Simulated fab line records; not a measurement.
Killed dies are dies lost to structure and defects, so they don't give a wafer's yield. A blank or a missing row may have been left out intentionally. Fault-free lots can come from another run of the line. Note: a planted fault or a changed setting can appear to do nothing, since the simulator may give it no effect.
fab line records	flow sky130
record lots=12	wafers=36	last_day=49
route steps=708 shown CONTACT@422 CAPM@540 VIA3@597 METAL5@675 PAD_OPEN@708
lots untouched by any fault: they come from a run of this same line in which no faults occurred
start_h: the number of hours between the record's first day and the start of the first shown wafer of the lot	wait_h: time in hours since the lot's previous step	" unchanged from the row above	L1.1+2: a single row standing in for several wafers	- no value, or no start given	* or withheld: withheld	< > ~ a bound
route shown NAME@n: NAME is a module with steps in the file, n the number in the route of the first one	usual: average and standard deviation across the fault-free wafers	same: alike in all rows	chamber/n: place in a boat	sites: each site's reading	_std_site: standard deviation across them	_edge_site: inner sites' mean taken away from outer sites' mean	radius_mm: how far each site lies from the wafer's centre	mask NAME#n: copy n	behind: the last tool/chamber to shape the wafer	hold: what put the lot on hold/how long, in hours/how the hold closed	device: whichever transistor did not switch (one of n, p or np)	end of line: the same wafers' tests at the end of the route	for a step that has no rows: nothing shown but its recipe	killed: at the first sort, the dies lost to defects and structure; wafer yield is something else	map: a wafer's dies, x killed, . not, _ none there
set.NAME: the setting as run; set.NAME@STEP: as run at that earlier step	model.NAME: the simulator's own value behind a step, which no gauge read
a sample of lots followed through the steps of the route, with each step as a table and each wafer as a row
services: the hour from which a tool's chamber was out of use, counted from the record's first day as start_h (under 0 if before that day), plus the number of hours and why
## steps
# step SKY_CONTACT_ETCH_16
# recipe chemistry=N2/H2	target=BARC	ion_energy_ev=200	source_w=500	bias_w=100	pressure_mtorr=30	n2_flow_sccm=100	h2_flow_sccm=200	stop_on=SiO2	time_s=45.9	target_depth_a=600
# usual drypump_motor_current_A=6.0/0.55	oes_product_au=0.855/0.0049	throttle_valve_pct=13.226/0.0095
lot.wafer	tool	chamber	start_h	wait_h	drypump_motor_current_A	oes_product_au	rf_hours_counter_h	throttle_valve_pct
L365.2	rie_diel-04	0	765.62	0.0	5.9	0.854	4	13.210
L365.3	"	3	"	"	5.7	0.853	12	13.228
L365.4	"	1	"	"	5.5	0.860	9	13.215
L367.2	rie_diel-02	2	769.74	0.0	4.9	0.850	8	13.223
L367.3	"	0	"	"	6.2	0.861	2	13.213
L367.5	"	3	"	"	6.3	0.858	-	13.233
L368.2	rie_diel-04	3	770.42	0.0	5.7	0.848	12	13.238
L368.3	"	2	"	"	6.3	0.849	1	13.204
L368.5	"	2	"	"	6.3	0.851	-	13.227
L366.2	rie_diel-01	0	770.87	0.0	6.2	0.851	22	13.234
L366.4	"	1	"	"	5.6	0.863	12	13.223
L366.6	"	3	"	"	5.9	0.853	-	13.219
L370.1	rie_diel-02	2	783.79	0.0	4.9	0.857	8	13.243
L370.2	"	1	"	"	6.7	0.849	6	13.235
L370.6	"	0	"	"	6.2	0.858	-	13.241
L372.1	rie_diel-02	2	802.69	0.0	4.9	0.858	9	13.223
L372.4	"	3	"	"	6.3	0.856	2	13.228
L372.6	"	1	"	"	6.7	0.855	-	13.244
L371.1	rie_diel-02	3	805.44	0.0	6.3	0.854	2	13.220
L371.4	"	0	"	"	6.2	0.854	3	13.241
L371.6	"	1	"	"	6.7	0.857	-	13.225
L374.1	rie_diel-02	3	834.60	0.0	6.3	0.863	3	13.201
L374.5	"	1	"	"	6.7	0.863	-	13.233
L374.6	"	2	"	"	4.9	0.852	-	13.232
L376.3	rie_diel-02	3	836.17	0.0	6.4	0.855	3	13.235
L376.4	"	0	"	"	6.2	0.862	3	13.224
L376.6	"	2	"	"	4.9	0.860	-	13.220
L379.1	rie_diel-04	2	860.82	0.0	6.3	0.849	3	13.230
L379.2	"	1	"	"	5.5	0.859	12	13.220
L379.5	"	2	"	"	6.4	0.856	-	13.224
L380.2	rie_diel-02	2	863.82	0.0	4.9	0.856	11	13.221
L380.5	"	2	"	"	4.9	0.850	-	13.229
L380.6	"	1	"	"	6.8	0.850	-	13.225
L382.1	rie_diel-02	2	885.67	0.0	4.9	0.850	11	13.209
L382.3	"	3	"	"	6.3	0.859	5	13.225
L382.6	"	0	"	"	6.2	0.860	-	13.233
# step SKY_CAPM_RS_MEAS_03
# recipe thk_meas_gauge=four-point-probe	reads=TiN_of_CAPM_SPUTTER_02
# usual CAPM_TIN_RS=6.65/0.067
lot.wafer	tool	chamber	start_h	wait_h	CAPM_TIN_RS[ohm/sq]
L365.2	film_metro-02	-	892.80	0.1	6.68
L365.3	"	-	"	"	6.72
L365.4	"	-	"	"	6.75
L367.2	film_metro-01	-	894.11	0.1	6.68
L367.3	"	-	"	"	6.70
L367.5	"	-	"	"	6.65
L368.2	film_metro-01	-	894.40	0.1	6.63
L368.3	"	-	"	"	6.72
L368.5	"	-	"	"	6.72
L366.2	film_metro-01	-	894.81	0.1	6.79
L366.4	"	-	"	"	6.67
L366.6	"	-	"	"	6.79
L370.1	film_metro-02	-	895.18	0.1	6.64
L370.2	"	-	"	"	6.63
L370.6	"	-	"	"	6.65
L372.1	film_metro-04	-	916.95	0.1	6.70
L372.4	"	-	"	"	6.71
L372.6	"	-	"	"	6.70
L371.1	film_metro-01	-	918.31	0.1	6.67
L371.4	"	-	"	"	6.69
L371.6	"	-	"	"	6.72
L374.1	film_metro-02	-	944.80	0.1	6.72
L374.5	"	-	"	"	6.67
L374.6	"	-	"	"	6.63
L376.3	film_metro-04	-	946.04	0.1	6.60
L376.4	"	-	"	"	6.48
L376.6	"	-	"	"	6.54
L379.1	film_metro-01	-	968.00	0.1	6.55
L379.2	"	-	"	"	6.60
L379.5	"	-	"	"	6.51
L380.2	film_metro-04	-	971.89	0.1	6.57
L380.5	"	-	"	"	6.70
L380.6	"	-	"	"	6.64
L382.1	film_metro-04	-	991.90	0.1	6.68
L382.3	"	-	"	"	6.65
L382.6	"	-	"	"	6.62
# step SKY_VIA3_CMP_24
# recipe stop_on=SiO2	t_overpolish_s=20	down_force_psi=3.5	platen_rpm=60	target_thk_nm=0	pad_velocity_m_s=0.94248
# usual head_pressure_psi=3.500/0.0078	motor_current_A=11.8/1	overpolish_run_s=20.001/0.0096	retaining_ring_pressure_frac=1.000/0.0046	slurry_filter_dp_kPa=13.48/0.14	time_to_endpoint_s=95/3.7
lot.wafer	tool	chamber	start_h	wait_h	head_pressure_psi	motor_current_A	overpolish_run_s	retaining_ring_pressure_frac	slurry_filter_dp_kPa	time_to_endpoint_s
L365.3	cmp-02	3	969.93	0.0	3.498	11.8	20.003	0.999	13.73	98
L365.2	"	0	"	"	3.493	13.4	19.999	0.991	13.45	99
L365.4	"	1	"	"	3.495	13.1	19.986	0.998	13.36	94
L367.2	cmp-02	2	972.42	0.0	3.509	10.3	19.997	1.000	13.75	95
L367.3	"	3	"	"	3.506	11.0	20.012	0.995	13.74	100
L367.5	"	2	"	"	3.489	10.6	20.001	0.996	13.30	95
L368.2	cmp-01	2	972.65	0.0	3.514	12.8	19.999	1.005	13.66	97
L368.3	"	3	"	"	3.498	11.1	20.000	1.001	13.55	92
L368.5	"	3	"	"	3.493	11.1	19.997	0.995	13.39	97
L366.4	cmp-02	1	972.91	0.1	3.498	12.8	20.001	1.004	13.77	90
L366.2	"	2	"	"	3.495	10.6	20.001	1.002	13.59	98
L366.6	"	0	"	"	3.498	13.3	19.998	1.003	13.60	96
L370.1	cmp-01	0	973.58	0.1	3.505	11.0	20.008	1.000	13.60	94
L370.2	"	1	"	"	3.501	10.3	20.000	0.997	13.56	89
L370.6	"	3	"	"	3.491	10.8	19.997	1.005	13.27	90
L372.1	cmp-02	1	992.64	0.1	3.487	13.6	20.000	0.995	13.46	92
L372.4	"	2	"	"	3.492	10.1	19.995	1.006	13.53	94
L372.6	"	1	"	"	3.506	13.3	20.002	0.999	13.59	90
L371.4	cmp-02	0	994.44	0.1	3.497	12.9	19.994	1.005	13.40	96
L371.1	"	1	"	"	3.486	12.9	19.994	0.995	13.55	85
L371.6	"	0	"	"	3.499	13.0	19.984	0.999	13.52	95
L374.1	cmp-02	3	1019.53	0.1	3.495	11.2	20.005	1.008	13.56	95
L374.5	"	1	"	"	3.505	12.6	20.002	1.005	13.59	90
L374.6	"	2	"	"	3.498	10.3	19.998	1.001	13.35	94
L376.3	cmp-01	3	1020.76	0.0	3.493	10.9	20.006	1.001	13.69	95
L376.4	"	0	"	"	3.496	10.8	20.010	0.998	13.47	97
L376.6	"	0	"	"	3.491	11.1	20.009	0.998	13.31	96
L379.1	cmp-02	3	1040.44	0.1	3.499	11.8	20.012	1.002	13.40	93
L379.2	"	0	"	"	3.503	13.0	19.998	1.004	13.31	98
L379.5	"	2	"	"	3.512	11.0	19.982	0.992	13.30	92
L380.2	cmp-02	2	1044.86	0.1	3.503	10.2	20.010	1.001	13.44	92
L380.5	"	0	"	"	3.504	12.6	20.004	1.001	13.21	96
L380.6	"	1	"	"	3.506	11.8	20.025	0.996	13.52	91
L382.3	cmp-02	2	1063.72	0.1	3.498	10.8	19.995	0.996	13.33	99
L382.1	"	3	"	"	3.491	11.8	19.991	1.002	13.58	98
L382.6	"	1	"	"	3.507	13.1	19.983	1.003	13.27	95
# step SKY_METAL5_DESCUM_14
# recipe chemistry=O2	source_power_w=150	bias_power_w=0	pressure_mtorr=10	temp_c=40	time_s=11
# usual drypump_motor_current_A=6.0/0.32	oes_product_au=1.004/0.013
lot.wafer	tool	chamber	start_h	wait_h	drypump_motor_current_A	oes_product_au	rf_hours_counter_h
L365.2	rie_metal-04	1	1064.88	0.1	6.4	1.030	16
L365.3	"	1	"	"	6.4	1.020	-
L365.4	"	0	"	"	5.3	0.992	-
L367.2	rie_metal-04	1	1068.03	0.1	6.3	1.023	17
L367.3	"	0	"	"	5.3	0.994	-
L367.5	"	1	"	"	6.4	1.016	-
L368.2	rie_metal-01	1	1068.27	0.1	6.0	1.023	7
L368.3	"	0	"	"	6.3	1.015	-
L368.5	"	1	"	"	6.0	1.020	-
L366.2	rie_metal-02	0	1068.33	0.1	5.9	0.994	15
L366.4	"	0	"	"	5.9	0.992	-
L366.6	"	1	"	"	6.0	0.996	-
L370.1	rie_metal-04	0	1069.48	0.1	5.4	0.979	19
L370.2	"	1	"	"	6.4	1.025	18
L370.6	"	1	"	"	6.4	1.019	-
L372.1	rie_metal-01	0	1085.98	0.1	6.2	1.014	23
L372.4	"	0	"	"	6.2	1.011	-
L372.6	"	0	"	"	6.3	1.021	-
L371.1	rie_metal-02	1	1088.27	0.1	6.1	0.993	21
L371.4	"	1	"	"	6.0	0.984	-
L371.6	"	0	"	"	5.9	0.987	-
L374.1	rie_metal-04	1	1110.08	0.1	6.4	1.008	20
L374.5	"	0	"	"	5.3	0.974	-
L374.6	"	1	"	"	6.4	1.021	-
L376.3	rie_metal-01	1	1114.24	0.1	6.0	1.014	-
L376.4	"	0	"	"	6.3	1.000	-
L376.6	"	1	"	"	6.0	1.009	-
L379.1	rie_metal-01	0	1128.43	0.1	6.3	1.003	27
L379.2	"	1	"	"	6.0	1.018	13
L379.5	"	0	"	"	6.3	0.995	-
L380.2	rie_metal-01	1	1133.47	0.1	5.9	1.015	13
L380.5	"	0	"	"	6.3	1.002	-
L380.6	"	1	"	"	5.9	1.006	-
L382.1	rie_metal-04	0	1148.72	0.1	5.3	0.986	27
L382.3	"	1	"	"	6.4	1.009	-
L382.6	"	1	"	"	6.4	1.018	-
# step SKY_PAD_OPEN_PROBE_99
# usual killed_at_M0_to_M3=42/6.6	killed_at_M4_up=3.0/1.7	killed_at_contacts=24/5.3	killed_at_front_end=15/4.5	killed_at_other=0.2/0.49	killed_dies=83/9	killed_open=45/6.9	killed_short=38/5.8
# same gross_dies=492	killed_at_back_side=0
lot.wafer	tool	chamber	start_h	wait_h	killed_at_M0_to_M3	killed_at_M4_up	killed_at_contacts	killed_at_front_end	killed_at_other	killed_dies	killed_open	killed_short
L380.2	prober-02	-	1172.70	0.1	32	0	70	21	0	123	38	34
L380.5	prober-02	-	1172.85	0.2	31	5	83	8	0	127	43	24
L380.6	prober-02	-	1172.90	0.2	39	4	64	13	0	120	54	34
L382.1	prober-02	-	1186.00	0.1	34	4	76	17	0	131	44	38
L382.3	prober-02	-	1186.10	0.2	36	7	75	16	0	134	45	35
L382.6	prober-02	-	1186.25	0.2	54	5	49	11	0	119	51	43
# killed by level:class
L380.2 CONTACT:unspecified=51 LI_CONTACT:geometric_particle:open=9 VIA1:geometric_particle:open=8 FIELD_ISO:geometric_particle:open=6 FIELD_ISO:geometric_particle:short=5 VIA1:geometric_particle:short=5 VIA3:geometric_particle:open=5 POLY_GATE:geometric_particle:short=4
L380.5 CONTACT:unspecified=60 LI_CONTACT:geometric_particle:open=8 CONTACT:geometric_particle:open=7 VIA1:geometric_particle:open=7 CONTACT:geometric_particle:short=4 METAL1:geometric_particle:open=4 VIA2:geometric_particle:open=4 VIA4:geometric_particle:open=3
L380.6 CONTACT:unspecified=32 CONTACT:geometric_particle:open=15 LI_CONTACT:geometric_particle:open=9 VIA1:geometric_particle:open=8 FIELD_ISO:geometric_particle:open=7 VIA2:geometric_particle:open=6 VIA3:geometric_particle:open=6 METAL2:geometric_particle:short=5
L382.1 CONTACT:unspecified=48 CONTACT:geometric_particle:open=10 METAL2:geometric_particle:short=9 LI_CONTACT:geometric_particle:open=7 FIELD_ISO:geometric_particle:open=6 CONTACT:geometric_particle:short=6 VIA1:geometric_particle:open=6 SPACER:geometric_particle:open=4
L382.3 CONTACT:unspecified=53 CONTACT:geometric_particle:open=9 VIA1:geometric_particle:open=9 LI_CONTACT:geometric_particle:open=6 METAL1:geometric_particle:short=6 METAL4:geometric_particle:short=6 VIA3:geometric_particle:open=5 VIA2:geometric_particle:open=4
L382.6 CONTACT:unspecified=25 VIA3:geometric_particle:open=11 CONTACT:geometric_particle:open=10 VIA2:geometric_particle:open=9 VIA1:geometric_particle:open=6 LOCAL_INTERCONNECT:geometric_particle:short=5 VIA1:geometric_particle:short=5 METAL2:geometric_particle:short=5
## services
tool	chamber	start_h	hours	kind
cmp-02	-	746.64	4.0	pm
rie_diel-04	2	777.85	16.6	repair
cmp-01	-	781.89	0.2	repair
rie_diel-02	2	794.25	3.1	repair
cmp-02	-	800.42	5.6	pm
rie_diel-04	3	822.01	6.1	repair
rie_metal-04	-	829.42	0.5	repair
cmp-01	-	851.20	0.4	repair
rie_diel-04	1	856.35	3.8	repair
rie_diel-04	0	876.09	16.5	repair
rie_diel-04	1	908.80	3.2	repair
cmp-01	-	912.00	4.0	pm
cmp-02	-	930.79	0.7	repair
rie_diel-02	0	945.26	8.0	repair
rie_diel-04	2	952.31	4.3	repair
rie_diel-04	1	974.92	8.2	repair
rie_metal-04	0	983.52	15.0	repair
rie_diel-04	0	985.86	1.8	repair
rie_diel-04	3	987.57	5.9	repair
rie_metal-04	1	1036.91	4.8	repair
rie_metal-04	-	1063.36	1.3	repair
cmp-02	-	1082.72	4.0	pm
rie_metal-01	0	1106.88	2.8	repair
rie_diel-02	3	1121.16	12.8	repair
## key
first_sign step=SKY_PAD_OPEN_PROBE_99	reading=killed_at_contacts	direction=up	sigmas=8.7	usual=24	struck=70
effect step=SKY_PAD_OPEN_PROBE_99	reading=killed_dies	direction=up	sigmas=4.7	usual=83	struck=126
met_at SKY_CONTACT_ETCH_16
struck_lots L380,L382
tester_left_out L380,L382
not_acting_at SKY_CAPM_RS_MEAS_03,SKY_VIA3_CMP_24,SKY_METAL5_DESCUM_14
onset_between 836.17 863.82
also_fits time
fault kind=chamber_particle_source	tool=rie_diel-02	chamber=-	onset_h=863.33	steps=SKY_CONTACT_ETCH_16	rate_per_visit_cm2=0.94711	end_h=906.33
# tester_left_out: of these lots the tester's yield and bins aren't shown, on N5 and GAA mostly nor the transistor test; their killed dies are dies lost to structure and defects alone, not to doping, threshold or leakage, so they don't give the yield
